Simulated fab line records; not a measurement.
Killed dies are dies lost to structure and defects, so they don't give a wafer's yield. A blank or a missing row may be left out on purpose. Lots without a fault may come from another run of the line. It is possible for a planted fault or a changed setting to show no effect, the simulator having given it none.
fab line records	flow sky130
record: lots: 12	wafers: 36	lastDay: 50
route steps=708 shown LDD_P@263 LDD_LDN@300 POLY_CUT@319 PAD_OPEN@708
lots with no fault: from the same line, run without faults
startH: the number of hours between the record's first day and the start of the first shown wafer of the lot	waitH: hours from the lot's prior step to this one	" same as the row above	L1.1+2: a single row standing in for several wafers	- no value present, or no start provided	* or withheld: withheld	< > ~ a bound
route shown NAME@n: a module of which the file shows steps, and the number in the route of the first	usual: average and standard deviation across the fault-free wafers	same: alike in all rows	chamber/n: place in a boat	sites: each site's reading	_std_site: their standard deviation	_edge_site: inner sites' mean taken away from outer sites' mean	radiusMm: how far each site lies from the wafer's centre	mask NAME#n: copy n	behind: tool/chamber where the wafer was last shaped	hold: the reason the lot was held/the length of the hold in hours/how it ended	device: the n, p or np transistor that did not switch	end of line: the same wafers' tests at the end of the route	a step without rows: its recipe alone	killed: dies lost to structure and defects at the first sort, not the wafer's yield	map: shows each die of a wafer: x if killed, . if not, _ if none is there
set.NAME: the run value of the setting; set.NAME@STEP: its run value at that earlier step	model.NAME: the simulator's own value behind a step, which no gauge read
a sample of lots followed through the steps of the route, with each step as a table and each wafer as a row
services: the hour from which a tool's chamber was out of use, counted from the record's first day as startH (under 0 if before that day), plus the number of hours and why
== steps ==
step: SKY_LDD_P_OVL_MEAS_08
usual: LDD_P_OVL: -1.1/1.3
lot.wafer	tool	chamber	startH	waitH	LDD_P_OVL[nm]
L473.1	overlay-01	-	439.58	0.1	-1.5
L473.3	"	-	"	"	-1.1
L473.6	"	-	"	"	0.2
L477.2	overlay-01	-	467.79	0.1	0.2
L477.3	"	-	"	"	0.1
L477.6	"	-	"	"	-2.2
L478.1	overlay-01	-	484.18	0.1	-1.9
L478.3	"	-	"	"	0.7
L478.5	"	-	"	"	-2.0
L479.3	overlay-01	-	495.70	0.1	-2.3
L479.4	"	-	"	"	-2.2
L479.5	"	-	"	"	-2.1
L486.1	overlay-01	-	558.03	0.1	-2.3
L486.4	"	-	"	"	-2.4
L486.5	"	-	"	"	-0.5
L487.1	overlay-02	-	559.24	0.1	0.5
L487.2	"	-	"	"	-1.2
L487.6	"	-	"	"	-1.2
L488.1	overlay-01	-	574.34	0.1	-3.1
L488.2	"	-	"	"	-1.2
L488.5	"	-	"	"	-1.9
L490.2	overlay-01	-	588.64	0.1	0.8
L490.5	"	-	"	"	0.7
L490.6	"	-	"	"	1.7
L491.1	overlay-02	-	598.48	0.1	-2.8
L491.3	"	-	"	"	-0.7
L491.5	"	-	"	"	-2.4
L492.3	overlay-01	-	601.55	0.1	-1.6
L492.4	"	-	"	"	-2.1
L492.6	"	-	"	"	-0.8
L493.1	overlay-01	-	611.64	0.1	-2.9
L493.2	"	-	"	"	-2.8
L493.6	"	-	"	"	-3.0
L494.2	overlay-01	-	619.84	0.1	-0.6
L494.4	"	-	"	"	-1.5
L494.6	"	-	"	"	-1.5
step: SKY_LDD_P_TW_MEAS_11
usual: LDD_P_TW: 638/4.8
lot.wafer	tool	chamber	startH	waitH	LDD_P_TW
L473.1	filmMetro-01	-	439.87	0.1	643
L473.3	"	-	"	"	643
L473.6	"	-	"	"	642
L477.2	filmMetro-01	-	468.08	0.1	644
L477.3	"	-	"	"	642
L477.6	"	-	"	"	646
L478.1	filmMetro-03	-	484.47	0.1	629
L478.3	"	-	"	"	633
L478.5	"	-	"	"	630
L479.3	filmMetro-04	-	496.00	0.1	634
L479.4	"	-	"	"	640
L479.5	"	-	"	"	640
L486.1	filmMetro-03	-	558.32	0.1	635
L486.4	"	-	"	"	630
L486.5	"	-	"	"	632
L487.1	filmMetro-04	-	559.52	0.1	639
L487.2	"	-	"	"	639
L487.6	"	-	"	"	639
L488.1	filmMetro-04	-	574.62	0.1	643
L488.2	"	-	"	"	642
L488.5	"	-	"	"	641
L490.2	filmMetro-04	-	588.93	0.1	633
L490.5	"	-	"	"	633
L490.6	"	-	"	"	630
L491.1	filmMetro-01	-	598.77	0.1	641
L491.3	"	-	"	"	641
L491.5	"	-	"	"	641
L492.3	filmMetro-03	-	601.84	0.1	631
L492.4	"	-	"	"	634
L492.6	"	-	"	"	633
L493.1	filmMetro-01	-	611.92	0.1	644
L493.2	"	-	"	"	644
L493.6	"	-	"	"	641
L494.2	filmMetro-04	-	620.13	0.1	635
L494.4	"	-	"	"	635
L494.6	"	-	"	"	636
step: SKY_LDD_LDN_IMPLANT_11
recipe: species: As	energyKev: 15	doseCm2: 1.25e+13	tiltDeg: withheld	rotationDeg: 293
usual: doseIonsCm2: 1.2497e+13/1.4e+10	faradayCurrentUA: 70.5/1.5
same: implantIonAmu: 75
lot.wafer	tool	chamber	startH	waitH	doseIonsCm2	faradayCurrentUA
L473.1	implanter-01	0	533.65	0.1	1.2477e+13	70.1
L473.3	"	0	"	"	1.2497e+13	69.1
L473.6	"	0	"	"	1.2512e+13	71.9
L477.2	implanter-01	0	560.81	0.1	1.2494e+13	72.2
L477.3	"	0	"	"	1.249e+13	68.7
L477.6	"	0	"	"	1.2497e+13	71.0
L478.1	implanter-01	0	576.30	0.1	8.37e+12	47.3
L478.3	"	0	"	"	8.359e+12	45.9
L478.5	"	0	"	"	8.356e+12	47.4
L479.3	implanter-01	0	588.14	0.1	8.38e+12	47.7
L479.4	"	0	"	"	8.352e+12	48.6
L479.5	"	0	"	"	8.351e+12	48.2
L486.1	implanter-04	0	648.20	0.1	1.2527e+13	70.7
L486.4	"	0	"	"	1.2516e+13	69.8
L486.5	"	0	"	"	1.2499e+13	69.5
L487.1	implanter-01	0	648.40	0.1	1.25e+13	70.2
L487.2	"	0	"	"	1.2516e+13	68.6
L487.6	"	0	"	"	1.2482e+13	72.1
L488.1	implanter-04	0	663.24	0.1	1.2482e+13	69.5
L488.2	"	0	"	"	1.2484e+13	73.7
L488.5	"	0	"	"	1.2491e+13	71.2
L490.2	implanter-04	0	677.46	0.1	1.2504e+13	70.1
L490.5	"	0	"	"	1.2504e+13	69.7
L490.6	"	0	"	"	1.2493e+13	71.1
L491.1	implanter-01	0	686.39	0.1	1.2504e+13	71.4
L491.3	"	0	"	"	1.2499e+13	72.1
L491.5	"	0	"	"	1.2498e+13	70.2
L492.3	implanter-04	0	689.49	0.1	1.2502e+13	71.9
L492.4	"	0	"	"	1.2489e+13	70.1
L492.6	"	0	"	"	1.2496e+13	69.2
L493.1	implanter-01	0	699.54	0.1	1.2515e+13	71.9
L493.2	"	0	"	"	1.2488e+13	73.3
L493.6	"	0	"	"	1.2506e+13	70.7
L494.2	implanter-03	0	710.46	0.1	1.2497e+13	70.6
L494.4	"	0	"	"	1.2501e+13	69.8
L494.6	"	0	"	"	1.2498e+13	72.3
step: SKY_LDD_LDN_TW_MEAS_13
usual: LDD_LDN_TW: 1479/8.8
lot.wafer	tool	chamber	startH	waitH	hold	LDD_LDN_TW
L473.1	filmMetro-04	-	533.90	0.1	-	1497
L473.3	"	-	"	"	-	1493
L473.6	"	-	"	"	-	1498
L477.2	filmMetro-03	-	561.05	0.1	-	1477
L477.3	"	-	"	"	-	1478
L477.6	"	-	"	"	-	1471
L478.1	filmMetro-03	-	576.55	0.1	awaitDispo/0.2h/release	1439
L478.3	"	-	"	"	awaitDispo/0.2h/release	1441
L478.5	"	-	"	"	awaitDispo/0.2h/release	1437
L478.1	filmMetro-03	-	576.78	0.2	-	1436
L478.3	"	-	"	"	-	1433
L478.5	"	-	"	"	-	1433
L479.3	filmMetro-04	-	588.36	0.1	awaitDispo/0.2h/release	1444
L479.4	"	-	"	"	awaitDispo/0.2h/release	1439
L479.5	"	-	"	"	awaitDispo/0.2h/release	1436
L479.3	filmMetro-04	-	588.58	0.2	-	1441
L479.4	"	-	"	"	-	1437
L479.5	"	-	"	"	-	1442
L486.1	filmMetro-03	-	648.45	0.1	-	1484
L486.4	"	-	"	"	-	1485
L486.5	"	-	"	"	-	1478
L487.1	filmMetro-02	-	648.65	0.1	-	1475
L487.2	"	-	"	"	-	1479
L487.6	"	-	"	"	-	1471
L488.1	filmMetro-02	-	663.49	0.1	-	1482
L488.2	"	-	"	"	-	1472
L488.5	"	-	"	"	-	1475
L490.2	filmMetro-04	-	677.70	0.1	-	1480
L490.5	"	-	"	"	-	1478
L490.6	"	-	"	"	-	1481
L491.1	filmMetro-03	-	686.64	0.1	-	1483
L491.3	"	-	"	"	-	1482
L491.5	"	-	"	"	-	1481
L492.3	filmMetro-02	-	689.71	0.1	-	1488
L492.4	"	-	"	"	-	1473
L492.6	"	-	"	"	-	1476
L493.1	filmMetro-04	-	699.79	0.1	-	1479
L493.2	"	-	"	"	-	1462
L493.6	"	-	"	"	-	1470
L494.2	filmMetro-02	-	710.70	0.1	-	1465
L494.4	"	-	"	"	-	1467
L494.6	"	-	"	"	-	1471
step: SKY_POLY_CUT_STRIP_12
recipe: chemistry: O2/N2	powerW: 1400	pressureMtorr: 1500	platenTempC: withheld	o2FlowSccm: 3000	n2FlowSccm: 300	overashFraction: 0.5
usual: drypumpMotorCurrentA: 5.7/0.42	n2FlowSccm: 299.9/0.95	oesProductAu: 0.453/0.0046	stripTimeToEndpointS: 5.354/0.014
lot.wafer	tool	chamber	startH	waitH	drypumpMotorCurrentA	n2FlowSccm	oesProductAu	rfHoursCounterH	stripTimeToEndpointS
L473.1	plasmaAsher-02	0	566.50	0.0	5.8	298.9	0.449	14	5.351
L473.3	"	1	"	"	4.9	300.7	0.453	-	5.357
L473.6	"	1	"	"	4.9	300.6	0.451	-	5.361
L477.2	plasmaAsher-03	0	593.10	0.0	5.6	300.2	0.460	75	5.350
L477.3	"	0	"	"	5.6	299.1	0.452	-	5.337
L477.6	"	0	"	"	5.6	298.8	0.458	-	5.354
L478.1	plasmaAsher-02	1	607.41	0.0	4.9	299.0	0.445	18	5.355
L478.3	"	1	"	"	4.9	298.2	0.455	-	5.348
L478.5	"	0	"	"	5.8	299.0	0.454	-	5.362
L479.3	plasmaAsher-02	0	619.58	0.1	5.8	299.7	0.455	-	5.370
L479.4	"	1	"	"	4.9	298.4	0.451	-	5.355
L479.5	"	1	"	"	4.9	300.2	0.452	-	5.354
L486.1	plasmaAsher-02	0	680.15	0.0	5.8	299.7	0.447	26	5.352
L486.4	"	1	"	"	4.9	299.8	0.464	-	5.354
L486.5	"	0	"	"	5.8	298.2	0.447	-	5.357
L487.1	plasmaAsher-04	0	680.15	0.0	6.1	298.0	0.454	90	5.349
L487.2	"	1	"	"	6.0	298.7	0.440	90	5.338
L487.6	"	0	"	"	6.1	299.8	0.455	-	5.377
L488.1	plasmaAsher-03	0	694.15	0.0	5.5	300.9	0.450	85	5.356
L488.2	"	1	"	"	5.9	300.2	0.457	85	5.337
L488.5	"	1	"	"	6.0	299.8	0.461	-	5.330
L490.2	plasmaAsher-04	1	707.75	0.0	6.1	300.1	0.456	92	5.372
L490.5	"	0	"	"	6.1	300.1	0.453	-	5.356
L490.6	"	1	"	"	6.1	298.7	0.451	-	5.368
L491.1	plasmaAsher-04	1	716.90	0.0	6.0	300.6	0.451	93	5.355
L491.3	"	1	"	"	6.0	299.8	0.456	-	5.379
L491.5	"	1	"	"	6.0	299.4	0.457	-	5.403
L492.3	plasmaAsher-04	0	718.88	0.1	6.1	299.4	0.449	-	5.332
L492.4	"	1	"	"	6.0	301.2	0.456	-	5.343
L492.6	"	1	"	"	6.0	302.1	0.452	-	5.338
L493.1	plasmaAsher-04	1	731.31	0.0	6.0	298.7	0.449	94	5.331
L493.2	"	0	"	"	6.1	299.5	0.459	94	5.325
L493.6	"	1	"	"	6.1	299.2	0.454	-	5.332
L494.2	plasmaAsher-03	0	740.66	0.0	5.5	301.4	0.448	90	5.342
L494.4	"	1	"	"	6.0	300.7	0.460	-	5.334
L494.6	"	1	"	"	5.9	300.5	0.446	-	5.341
step: SKY_PAD_OPEN_PROBE_99
usual: killed_at_M0_to_M3: 43/5.9	killed_at_M4_up: 2.9/1.5	killedAtContacts: 24/5	killedAtFrontEnd: 15/4.8	killedAtOther: 0.2/0.5	killedDies: 86/9.3	killedOpen: 47/7.1	killedShort: 38/6.3
same: grossDies: 492	killedAtBackSide: 0
lot.wafer	tool	chamber	startH	waitH	killed_at_M0_to_M3	killed_at_M4_up	killedAtContacts	killedAtFrontEnd	killedAtOther	killedDies	killedOpen	killedShort
L479.3	prober-01	-	1128.75	0.2	51	0	25	19	0	95	42	53
L479.4	prober-01	-	1128.80	0.2	44	4	33	14	0	95	51	44
L479.5	prober-01	-	1128.85	0.2	54	3	26	11	0	94	56	38
L486.1	prober-02	-	1164.33	0.1	46	5	15	15	1	82	46	36
L486.4	prober-02	-	1164.48	0.2	45	2	22	7	0	76	38	38
L486.5	prober-02	-	1164.53	0.2	40	4	22	15	0	81	45	36
killed by level:class
L479.3 VIA1:geometricParticle:open=14 VIA1:geometricParticle:short=11 METAL1:geometricParticle:short=9 LI_CONTACT:geometricParticle:open=7 CONTACT:geometricParticle:open=7 METAL2:geometricParticle:short=6 SPACER:geometricParticle:short=5 LOCAL_INTERCONNECT:geometricParticle:short=5
L479.4 LI_CONTACT:geometricParticle:open=12 CONTACT:geometricParticle:open=12 VIA1:geometricParticle:open=11 METAL1:geometricParticle:short=11 VIA1:geometricParticle:short=6 VIA3:geometricParticle:open=6 POLY_GATE:geometricParticle:short=5 LOCAL_INTERCONNECT:geometricParticle:short=4
L479.5 VIA1:geometricParticle:open=18 LI_CONTACT:geometricParticle:open=9 CONTACT:geometricParticle:open=9 METAL1:geometricParticle:short=7 VIA1:geometricParticle:short=7 VIA2:geometricParticle:open=6 FIELD_ISO:geometricParticle:open=5 METAL3:geometricParticle:short=5
L486.1 VIA1:geometricParticle:open=15 VIA3:geometricParticle:open=6 CONTACT:geometricParticle:short=6 METAL2:geometricParticle:short=6 FIELD_ISO:geometricParticle:open=5 VIA2:geometricParticle:open=5 POLY_GATE:geometricParticle:short=4 CONTACT:geometricParticle:open=4
L486.4 CONTACT:geometricParticle:open=11 METAL2:geometricParticle:short=9 METAL1:geometricParticle:short=9 VIA2:geometricParticle:open=8 VIA3:geometricParticle:open=7 VIA1:geometricParticle:open=5 LI_CONTACT:geometricParticle:open=4 POLY_GATE:geometricParticle:short=3
L486.5 CONTACT:geometricParticle:open=8 LI_CONTACT:geometricParticle:open=7 VIA2:geometricParticle:open=7 VIA3:geometricParticle:open=7 METAL2:geometricParticle:short=5 CONTACT:geometricParticle:short=5 FIELD_ISO:geometricParticle:short=4 POLY_GATE:geometricParticle:open=4
== services ==
tool	chamber	startH	hours	kind
implanter-04	-	535.16	2.0	repair
implanter-03	-	541.23	1.7	pm
plasmaAsher-03	-	555.24	14.6	pm
implanter-04	-	566.28	3.4	pm
implanter-04	-	571.49	0.9	repair
implanter-03	-	575.55	3.4	repair
implanter-03	-	586.59	7.9	repair
implanter-03	-	634.10	45.8	pm
plasmaAsher-04	-	657.71	2.0	repair
plasmaAsher-03	-	666.57	2.0	repair
plasmaAsher-03	-	686.33	1.7	repair
plasmaAsher-04	-	687.34	9.6	repair
plasmaAsher-02	-	698.16	0.6	repair
plasmaAsher-02	-	701.27	4.0	pm
implanter-03	-	729.51	1.0	repair
plasmaAsher-04	-	733.75	9.0	pm
plasmaAsher-04	0	733.75	9.0	ventCycle
plasmaAsher-04	1	733.75	9.0	ventCycle
implanter-04	-	737.21	4.6	repair
== key ==
firstSign: step: SKY_LDD_LDN_IMPLANT_11	reading: doseIonsCm2	direction: down	sigmas: 99+	usual: *	struck: *
effect: step: SKY_LDD_LDN_IMPLANT_11	reading: faradayCurrentUA	direction: down	sigmas: 16	usual: 70.5	struck: 47.5
effect: step: SKY_LDD_LDN_TW_MEAS_13	reading: visit	direction: added
metAt SKY_LDD_LDN_IMPLANT_11
struckLots L478,L479
testerLeftOut L478,L479
notActingAt SKY_LDD_P_OVL_MEAS_08,SKY_LDD_P_TW_MEAS_11,SKY_POLY_CUT_STRIP_12
onsetBetween 560.81 576.30
fault: kind: processParameterDrift	tool: implanter-01	chamber: -	onsetH: 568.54	steps: SKY_LDD_LDN_IMPLANT_11	channel: doseCm2	offset: *	shape: step	endH: 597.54	actsIn: *	stated: *
testerLeftOut: of these lots the tester's yield and bins aren't shown, on N5 and GAA mostly nor the transistor test; their killed dies are dies lost to structure and defects alone, not to doping, threshold or leakage, so they don't give the yield
